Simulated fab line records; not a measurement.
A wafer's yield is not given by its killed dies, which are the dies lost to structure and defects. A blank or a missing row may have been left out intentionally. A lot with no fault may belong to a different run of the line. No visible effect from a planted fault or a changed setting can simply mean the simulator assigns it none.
Which of the tools did it? || flow gf180mcu || 13 lots with 39 wafers sampled at 5 steps, on a route of 602 steps

WHAT THE GAUGES SHOWED, per wafer
GF_TOP_METAL_RS_MEAS_05: measurement is done with a four-point probe. Usual: TOP_METAL_ALCU_RS gives 0.0328 ohm/sq (standard deviation 0.00042).
{"lot": "L864", "measured": "day 27 02:58", "on": "film metro-02", "TOP_METAL_ALCU_RS (ohm/sq)": "0.0338 0.0325 0.0329", "flag": ""}
{"lot": "L865", "measured": "day 27 10:16", "on": "film metro-04", "TOP_METAL_ALCU_RS (ohm/sq)": "0.0330 0.0335 0.0325", "flag": ""}
{"lot": "L866", "measured": "day 27 11:23", "on": "film metro-01", "TOP_METAL_ALCU_RS (ohm/sq)": "0.0324 0.0329 0.0325", "flag": ""}
{"lot": "L867", "measured": "day 28 01:09", "on": "film metro-01", "TOP_METAL_ALCU_RS (ohm/sq)": "0.0325 0.0331 0.0327", "flag": ""}
{"lot": "L868", "measured": "day 28 15:43", "on": "film metro-02", "TOP_METAL_ALCU_RS (ohm/sq)": "0.0322 0.0324 0.0328", "flag": ""}
{"lot": "L869", "measured": "day 29 02:22", "on": "film metro-04", "TOP_METAL_ALCU_RS (ohm/sq)": "0.0327 0.0328 0.0329", "flag": ""}
{"lot": "L870", "measured": "day 29 03:09", "on": "film metro-01", "TOP_METAL_ALCU_RS (ohm/sq)": "0.0325 0.0319 0.0322", "flag": ""}
{"lot": "L873", "measured": "day 30 05:22", "on": "film metro-04", "TOP_METAL_ALCU_RS (ohm/sq)": "0.0335 0.0330 0.0327", "flag": ""}
{"lot": "L874", "measured": "day 30 19:53", "on": "film metro-04", "TOP_METAL_ALCU_RS (ohm/sq)": "0.0329 0.0324 0.0327", "flag": ""}
{"lot": "L876", "measured": "day 31 00:49", "on": "film metro-04", "TOP_METAL_ALCU_RS (ohm/sq)": "0.0329 0.0326 0.0327", "flag": ""}
{"lot": "L879", "measured": "day 32 00:04", "on": "film metro-04", "TOP_METAL_ALCU_RS (ohm/sq)": "0.0326 0.0327 0.0327", "flag": ""}
{"lot": "L880", "measured": "day 32 00:20", "on": "film metro-04", "TOP_METAL_ALCU_RS (ohm/sq)": "0.0324 0.0322 0.0319", "flag": ""}
{"lot": "L886", "measured": "day 33 00:15", "on": "film metro-01", "TOP_METAL_ALCU_RS (ohm/sq)": "0.0325 0.0328 0.0330", "flag": ""}

GF_TOP_METAL_CD_MEAS_14: the cd target is 440 nm. Usual: cd nm 440.8 nm, standard deviation 2.
{"lot": "L864", "measured": "day 27 22:41", "on": "cd sem-01", "cd nm (nm)": "437.3 438.0 439.4", "flag": ""}
{"lot": "L865", "measured": "day 28 05:08", "on": "cd sem-02", "cd nm (nm)": "439.5 439.4 438.4", "flag": ""}
{"lot": "L866", "measured": "day 28 06:02", "on": "cd sem-01", "cd nm (nm)": "438.4 440.7 440.3", "flag": ""}
{"lot": "L867", "measured": "day 28 20:02", "on": "cd sem-02", "cd nm (nm)": "441.7 442.0 443.8", "flag": ""}
{"lot": "L868", "measured": "day 29 10:35", "on": "cd sem-02", "cd nm (nm)": "463.7 463.5 463.1", "flag": "OFF"}
{"lot": "L869", "measured": "day 29 20:47", "on": "cd sem-02", "cd nm (nm)": "457.2 456.2 456.7", "flag": "OFF"}
{"lot": "L870", "measured": "day 29 22:26", "on": "cd sem-01", "cd nm (nm)": "458.3 460.0 458.0", "flag": "OFF"}
{"lot": "L873", "measured": "day 30 23:41", "on": "cd sem-01", "cd nm (nm)": "434.7 439.4 436.0", "flag": ""}
{"lot": "L874", "measured": "day 31 13:20", "on": "cd sem-01", "cd nm (nm)": "450.6 449.7 449.9", "flag": "OFF"}
{"lot": "L876", "measured": "day 31 18:38", "on": "cd sem-02", "cd nm (nm)": "445.4 442.6 442.6", "flag": ""}
{"lot": "L879", "measured": "day 32 16:41", "on": "cd sem-02", "cd nm (nm)": "443.4 442.1 442.6", "flag": ""}
{"lot": "L880", "measured": "day 32 17:05", "on": "cd sem-01", "cd nm (nm)": "440.1 439.9 441.7", "flag": ""}
{"lot": "L886", "measured": "day 33 15:53", "on": "cd sem-01", "cd nm (nm)": "444.0 441.9 441.9", "flag": ""}

WHAT TOOL EACH LOT RAN ON (gives the tool, then ch and the chambers of the sampled wafers, and finally the start)
{"lot": "L864", "GF_V5_ETCH_16": "rie diel-03 ch 0,2,3, day 27 01:22", "GF_TOP_METAL_SPUTTER_00": "pvd sputter-04, day 27 02:45", "GF_TOP_METAL_EXPOSE_11": "iline stepper-01 ch 0, day 27 13:20"}
{"lot": "L865", "GF_V5_ETCH_16": "rie diel-04 ch 0,1,3, day 27 08:39", "GF_TOP_METAL_SPUTTER_00": "pvd sputter-04, day 27 10:02", "GF_TOP_METAL_EXPOSE_11": "iline stepper-02 ch 0, day 27 19:52"}
{"lot": "L866", "GF_V5_ETCH_16": "rie diel-03 ch 0,2,3, day 27 09:47", "GF_TOP_METAL_SPUTTER_00": "pvd sputter-02, day 27 11:10", "GF_TOP_METAL_EXPOSE_11": "iline stepper-01 ch 0, day 27 20:49"}
{"lot": "L867", "GF_V5_ETCH_16": "rie diel-03 ch 0,3, day 27 23:29", "GF_TOP_METAL_SPUTTER_00": "pvd sputter-04, day 28 00:52", "GF_TOP_METAL_EXPOSE_11": "iline stepper-01 ch 0, day 28 11:06"}
{"lot": "L868", "GF_V5_ETCH_16": "rie diel-04 ch 0,2, day 28 14:06", "GF_TOP_METAL_SPUTTER_00": "pvd sputter-03, day 28 15:29", "GF_TOP_METAL_EXPOSE_11": "iline stepper-01 ch 0, day 29 01:35"}
{"lot": "L869", "GF_V5_ETCH_16": "rie diel-04 ch 0,2,3, day 29 00:44", "GF_TOP_METAL_SPUTTER_00": "pvd sputter-03, day 29 02:08", "GF_TOP_METAL_EXPOSE_11": "iline stepper-01 ch 0, day 29 11:35"}
{"lot": "L870", "GF_V5_ETCH_16": "rie diel-03 ch 0,1,3, day 29 01:09", "GF_TOP_METAL_SPUTTER_00": "pvd sputter-02, day 29 02:56", "GF_TOP_METAL_EXPOSE_11": "iline stepper-01 ch 0, day 29 12:50"}
{"lot": "L873", "GF_V5_ETCH_16": "rie diel-04 ch 0,1,3, day 30 03:30", "GF_TOP_METAL_SPUTTER_00": "pvd sputter-04, day 30 05:08", "GF_TOP_METAL_EXPOSE_11": "iline stepper-02 ch 0, day 30 14:25"}
{"lot": "L874", "GF_V5_ETCH_16": "rie diel-04 ch 0,1,3, day 30 18:16", "GF_TOP_METAL_SPUTTER_00": "pvd sputter-04, day 30 19:40", "GF_TOP_METAL_EXPOSE_11": "iline stepper-01 ch 0, day 31 04:31"}
{"lot": "L876", "GF_V5_ETCH_16": "rie diel-04 ch 0,1, day 30 23:09", "GF_TOP_METAL_SPUTTER_00": "pvd sputter-03, day 31 00:34", "GF_TOP_METAL_EXPOSE_11": "iline stepper-02 ch 0, day 31 09:39"}
{"lot": "L879", "GF_V5_ETCH_16": "rie diel-01 ch 1,3, day 31 22:21", "GF_TOP_METAL_SPUTTER_00": "pvd sputter-04, day 31 23:50", "GF_TOP_METAL_EXPOSE_11": "iline stepper-02 ch 0, day 32 08:29"}
{"lot": "L880", "GF_V5_ETCH_16": "rie diel-03 ch 0,1, day 31 22:42", "GF_TOP_METAL_SPUTTER_00": "pvd sputter-02, day 32 00:04", "GF_TOP_METAL_EXPOSE_11": "iline stepper-02 ch 0, day 32 08:44"}
{"lot": "L886", "GF_V5_ETCH_16": "rie diel-03 ch 1,2,3, day 32 22:39", "GF_TOP_METAL_SPUTTER_00": "pvd sputter-03, day 33 00:02", "GF_TOP_METAL_EXPOSE_11": "iline stepper-02 ch 0, day 33 08:44"}
- GF_V5_ETCH_16: etches BARC in N2/H2.
- GF_TOP_METAL_SPUTTER_00: material Ti, target thk 37.5 nm, time 150 s.
- GF_TOP_METAL_EXPOSE_11: exposes mask MetalTop, target cd 440 nm.

AS READ BY THE TOOLS THEMSELVES (means over the sampled wafers that have a number; for cases with no such wafer, the mark the record gives instead)
GF_V5_ETCH_16. Usual: drypump motor current A 5.7 A, standard deviation 0.41; oes product au 0.855 a.u., standard deviation 0.005; throttle valve pct 13.224 %, standard deviation 0.0089.
{"lot": "L864", "tool": "rie diel-03", "drypump motor current A (A)": 5.7, "oes product au (a.u.)": 0.852, "throttle valve pct (%)": 13.225, "flag": ""}
{"lot": "L865", "tool": "rie diel-04", "drypump motor current A (A)": 5.7, "oes product au (a.u.)": 0.854, "throttle valve pct (%)": 13.225, "flag": ""}
{"lot": "L866", "tool": "rie diel-03", "drypump motor current A (A)": 5.7, "oes product au (a.u.)": 0.854, "throttle valve pct (%)": 13.225, "flag": ""}
{"lot": "L867", "tool": "rie diel-03", "drypump motor current A (A)": 5.6, "oes product au (a.u.)": 0.854, "throttle valve pct (%)": 13.214, "flag": ""}
{"lot": "L868", "tool": "rie diel-04", "drypump motor current A (A)": 5.5, "oes product au (a.u.)": 0.852, "throttle valve pct (%)": 13.215, "flag": ""}
{"lot": "L869", "tool": "rie diel-04", "drypump motor current A (A)": 5.5, "oes product au (a.u.)": 0.852, "throttle valve pct (%)": 13.215, "flag": ""}
{"lot": "L870", "tool": "rie diel-03", "drypump motor current A (A)": 5.5, "oes product au (a.u.)": 0.848, "throttle valve pct (%)": 13.227, "flag": ""}
{"lot": "L873", "tool": "rie diel-04", "drypump motor current A (A)": 5.7, "oes product au (a.u.)": 0.858, "throttle valve pct (%)": 13.232, "flag": ""}
{"lot": "L874", "tool": "rie diel-04", "drypump motor current A (A)": 5.8, "oes product au (a.u.)": 0.856, "throttle valve pct (%)": 13.220, "flag": ""}
{"lot": "L876", "tool": "rie diel-04", "drypump motor current A (A)": 5.9, "oes product au (a.u.)": 0.854, "throttle valve pct (%)": 13.228, "flag": ""}
{"lot": "L879", "tool": "rie diel-01", "drypump motor current A (A)": 6.2, "oes product au (a.u.)": 0.852, "throttle valve pct (%)": 13.222, "flag": ""}
{"lot": "L880", "tool": "rie diel-03", "drypump motor current A (A)": 5.4, "oes product au (a.u.)": 0.858, "throttle valve pct (%)": 13.224, "flag": ""}
{"lot": "L886", "tool": "rie diel-03", "drypump motor current A (A)": 5.7, "oes product au (a.u.)": 0.855, "throttle valve pct (%)": 13.220, "flag": ""}

GF_TOP_METAL_SPUTTER_00. Usual: throttle valve pct 29.6 %, standard deviation 0.83.
{"lot": "L864", "tool": "pvd sputter-04", "throttle valve pct (%)": 29.4, "flag": ""}
{"lot": "L865", "tool": "pvd sputter-04", "throttle valve pct (%)": 29.2, "flag": ""}
{"lot": "L866", "tool": "pvd sputter-02", "throttle valve pct (%)": 30.3, "flag": ""}
{"lot": "L867", "tool": "pvd sputter-04", "throttle valve pct (%)": 29.4, "flag": ""}
{"lot": "L868", "tool": "pvd sputter-03", "throttle valve pct (%)": 30.2, "flag": ""}
{"lot": "L869", "tool": "pvd sputter-03", "throttle valve pct (%)": 30.3, "flag": ""}
{"lot": "L870", "tool": "pvd sputter-02", "throttle valve pct (%)": 29.1, "flag": ""}
{"lot": "L873", "tool": "pvd sputter-04", "throttle valve pct (%)": 29.3, "flag": ""}
{"lot": "L874", "tool": "pvd sputter-04", "throttle valve pct (%)": 29.1, "flag": ""}
{"lot": "L876", "tool": "pvd sputter-03", "throttle valve pct (%)": 30.2, "flag": ""}
{"lot": "L879", "tool": "pvd sputter-04", "throttle valve pct (%)": 29.2, "flag": ""}
{"lot": "L880", "tool": "pvd sputter-02", "throttle valve pct (%)": 28.2, "flag": ""}
{"lot": "L886", "tool": "pvd sputter-03", "throttle valve pct (%)": 30.0, "flag": ""}

GF_TOP_METAL_EXPOSE_11. Usual: exposure dose mJ cm2 169.90, standard deviation 0.17.
{"lot": "L864", "tool": "iline stepper-01", "exposure dose mJ cm2": 169.91, "flag": ""}
{"lot": "L865", "tool": "iline stepper-02", "exposure dose mJ cm2": 169.83, "flag": ""}
{"lot": "L866", "tool": "iline stepper-01", "exposure dose mJ cm2": 170.00, "flag": ""}
{"lot": "L867", "tool": "iline stepper-01", "exposure dose mJ cm2": 169.90, "flag": ""}
{"lot": "L868", "tool": "iline stepper-01", "exposure dose mJ cm2": 157.05, "flag": "OFF"}
{"lot": "L869", "tool": "iline stepper-01", "exposure dose mJ cm2": 159.45, "flag": "OFF"}
{"lot": "L870", "tool": "iline stepper-01", "exposure dose mJ cm2": 159.51, "flag": "OFF"}
{"lot": "L873", "tool": "iline stepper-02", "exposure dose mJ cm2": 169.99, "flag": ""}
{"lot": "L874", "tool": "iline stepper-01", "exposure dose mJ cm2": 163.32, "flag": "OFF"}
{"lot": "L876", "tool": "iline stepper-02", "exposure dose mJ cm2": 169.85, "flag": ""}
{"lot": "L879", "tool": "iline stepper-02", "exposure dose mJ cm2": 170.11, "flag": ""}
{"lot": "L880", "tool": "iline stepper-02", "exposure dose mJ cm2": 169.77, "flag": ""}
{"lot": "L886", "tool": "iline stepper-02", "exposure dose mJ cm2": 170.08, "flag": ""}

THE ANSWER, worked out from the rows above alone
Rule: take the mean of a lot's wafers that have a number; if it is more than 3 standard deviations from the usual mean, the lot is off. Also off: a lot with no number at a reading for which 4 or more lots have one. Any other lot the step has rows for is counted as sound. Order of review: gauges by route order, followed by the tools' own readings, for which a lot's mean as printed above is used. The first step at which some lot is off is used, and at that step the reading that is off furthest; a lot without a number counts as furthest.
Off: L868, L869, L870, L874, at GF_TOP_METAL_CD_MEAS_14 (cd nm).
A tool fits if, at a process step before that reading, it ran every lot that is off, and no sound lot after the first of them. Not tried: the gauges at GF_TOP_METAL_CD_MEAS_14; whatever is off there is also off at GF_TOP_METAL_EXPOSE_11, on other tools, and gauge error can't account for it. One fits: GF_TOP_METAL_EXPOSE_11 on iline stepper-01. A fault onset in the window from L867 (day 28 11:06, its last sound lot) to L868 (day 29 01:35, its first lot off) fits.
On the lots that are off, the tool's own readings at GF_TOP_METAL_EXPOSE_11 differ by more than 5 times the standard deviation of the sound lots' means, which bears it out; exposure dose mJ cm2 reads 159.83 there versus 169.94 on the sound lots.

WHAT THE SIMULATOR HAD INSERTED
Process parameters drifting: iline stepper-01 at GF_TOP_METAL_EXPOSE_11, beginning at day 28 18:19. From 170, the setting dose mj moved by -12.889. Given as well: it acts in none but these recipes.
Struck lots among those shown: L868, L869, L870, L874. Same finding as the rule above.
